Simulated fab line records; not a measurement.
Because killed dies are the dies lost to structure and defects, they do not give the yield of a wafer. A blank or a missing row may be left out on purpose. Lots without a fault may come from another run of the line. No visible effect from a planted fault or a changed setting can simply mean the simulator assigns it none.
Which tool was responsible?    flow gf180mcu    13 lots, 39 wafers sampled, at 4 steps of a route of 602

WHAT EACH GAUGE READ, for each wafer
GF_V2_RS_MEAS_24: measurement is done with a four-point probe. Usual: V2_W_RS 0.327 ohm/sq, standard deviation 0.0037.
lot   measured      on             V2_W_RS (ohm/sq)   flag
L218  day 20 00:35  film_metro-03  0.329 0.327 0.325  
L222  day 21 16:21  film_metro-01  0.326 0.334 0.328  
L225  day 22 19:38  film_metro-01  0.332 0.328 0.331  
L226  day 23 07:02  film_metro-02  0.327 0.326 0.332  
L228  day 23 22:45  film_metro-02  0.318 0.319 0.324  
L229  day 24 09:53  film_metro-01  0.326 0.326 0.330  
L232  day 25 15:42  film_metro-03  0.321 0.325 0.320  
L233  day 26 03:15  film_metro-01  0.328 0.333 0.335  
L234  day 26 16:12  film_metro-02  0.330 0.327 0.332  
L237  day 27 09:53  film_metro-01  0.328 0.331 0.330  
L238  day 27 10:05  film_metro-01  0.328 0.326 0.323  
L239  day 27 18:35  film_metro-02  0.324 0.329 0.329  
L241  day 28 08:38  film_metro-03  0.326 0.328 0.327  

GF_M3_RS_MEAS_05: measurement is done with a four-point probe. Usual: M3_ALCU_RS 0.0693 ohm/sq, standard deviation 0.00071.
lot   measured      on             M3_ALCU_RS (ohm/sq)   flag
L218  day 20 01:17  film_metro-02  0.0704 0.0708 0.0701  
L222  day 21 17:04  film_metro-02  0.0683 0.0685 0.0691  
L225  day 22 20:20  film_metro-04  0.0695 0.0686 0.0692  
L226  day 23 07:44  film_metro-02  0.0682 0.0683 0.0692  
L228  day 23 23:27  film_metro-04  0.0702 0.0704 0.0703  
L229  day 24 10:35  film_metro-01  0.0692 0.0701 0.0688  
L232  day 25 16:24  film_metro-01  0.0705 0.0704 0.0706  
L233  day 26 03:57  film_metro-02  0.0702 0.0690 0.0691  
L234  day 26 16:55  film_metro-01  0.0694 0.0693 0.0698  
L237  day 27 11:20  film_metro-04  0.0685 0.0684 0.0685  
L238  day 27 11:39  film_metro-01  0.0678 0.0676 0.0696  
L239  day 27 19:17  film_metro-01  0.0680 0.0683 0.0678  
L241  day 28 09:20  film_metro-02  0.0697 0.0693 0.0690  

EACH LOT AND THE TOOL THAT RAN IT (in order: tool; ch and the chambers of the sampled wafers; start)
lot   GF_V2_SPUTTER_21              GF_V2_CMP_26
L218  pvd_sputter-02, day 20 00:20  cmp-02 ch 1,2, day 20 00:44
L222  pvd_sputter-03, day 21 16:07  cmp-02 ch 0,1,2, day 21 16:40
L225  pvd_sputter-02, day 22 19:25  cmp-01 ch 2,3, day 22 19:49
L226  pvd_sputter-04, day 23 06:49  cmp-02 ch 2,3, day 23 07:13
L228  pvd_sputter-04, day 23 22:32  cmp-01 ch 0,3, day 23 22:56
L229  pvd_sputter-03, day 24 09:39  cmp-02 ch 0,1,2, day 24 10:02
L232  pvd_sputter-04, day 25 15:29  cmp-02 ch 0,1,3, day 25 15:53
L233  pvd_sputter-04, day 26 03:02  cmp-01 ch 0,1, day 26 03:26
L234  pvd_sputter-03, day 26 15:58  cmp-02 ch 0,1, day 26 16:22
L237  pvd_sputter-04, day 27 09:38  cmp-02 ch 0,1,2, day 27 10:50
L238  pvd_sputter-03, day 27 09:49  cmp-02 ch 1,2, day 27 11:08
L239  pvd_sputter-04, day 27 18:23  cmp-02 ch 0,1,3, day 27 18:46
L241  pvd_sputter-02, day 28 08:25  cmp-01 ch 0,1,2, day 28 08:55
- GF_V2_SPUTTER_21: material Ti, target thk 15 nm, time 80.02 s.
- GF_V2_CMP_26: polishes, stops on SiO2, t overpolish 15 s, target thk 0 nm.

AS READ BY THE TOOLS THEMSELVES (means over the sampled wafers that have a number; for cases with no such wafer, the mark the record gives instead)
GF_V2_SPUTTER_21. Usual: chamber_pressure_pa 5.001 Pa, standard deviation 0.0097; throttle_valve_pct 29.6 %, standard deviation 1.
lot   tool            chamber_pressure_pa (Pa)  throttle_valve_pct (%)  flag
L218  pvd_sputter-02  4.998                     30.1                    
L222  pvd_sputter-03  5.014                     28.7                    
L225  pvd_sputter-02  5.009                     30.7                    
L226  pvd_sputter-04  5.004                     28.7                    
L228  pvd_sputter-04  4.994                     29.9                    
L229  pvd_sputter-03  5.008                     29.4                    
L232  pvd_sputter-04  5.003                     30.6                    
L233  pvd_sputter-04  4.991                     28.9                    
L234  pvd_sputter-03  5.670                     27.9                    OFF
L237  pvd_sputter-04  5.006                     28.8                    
L238  pvd_sputter-03  5.657                     27.6                    OFF
L239  pvd_sputter-04  5.009                     29.4                    
L241  pvd_sputter-02  5.001                     30.2                    

GF_V2_CMP_26. Usual: 10.6 A for motor_current_A, sd 0.7.
lot   tool    motor_current_A (A)  flag
L218  cmp-02  10.5                 
L222  cmp-02  10.4                 
L225  cmp-01  11.7                 
L226  cmp-02  10.8                 
L228  cmp-01  11.2                 
L229  cmp-02  10.2                 
L232  cmp-02  9.9                  
L233  cmp-01  10.6                 
L234  cmp-02  9.9                  
L237  cmp-02  10.2                 
L238  cmp-02  10.6                 
L239  cmp-02  9.9                  
L241  cmp-01  10.7                 

THE ANSWER, worked out from the rows above alone
Rule: take the mean of a lot's wafers that have a number; if it is more than 3 standard deviations from the usual mean, the lot is off. A lot without any number at a reading at which 4 lots or more have one is off too. All remaining lots with rows at the step are treated as sound. First the gauges in route order, then the tools' own readings, where a lot's mean is used as printed above. The first step at which some lot is off is used, and at that step the reading that is off furthest; a lot without a number counts as furthest.
Off at GF_V2_SPUTTER_21 (chamber_pressure_pa): L234, L238.
If a tool, at that step or one of the process steps before it, ran each lot that is off and ran no sound lot following the first of them, it fits. One fits: GF_V2_SPUTTER_21 on pvd_sputter-03. Its last sound lot is L229 (day 24 09:39), its first lot that is off L234 (day 26 15:58): a fault that began between those two fits.
The tool's own readings at GF_V2_SPUTTER_21 bear it out: on the lots that are off they differ by more than 5 times the standard deviation of the sound lots' means. chamber_pressure_pa reads 5.663 Pa there against 5.003 Pa on the sound lots.

WHAT THE SIMULATOR PUT IN
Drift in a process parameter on pvd_sputter-03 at GF_V2_SPUTTER_21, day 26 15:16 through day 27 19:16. The setting chamber_pressure_pa was moved by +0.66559, starting from 5. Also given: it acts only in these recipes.
Struck lots among those shown: L234, L238. The rule above reached the same finding.
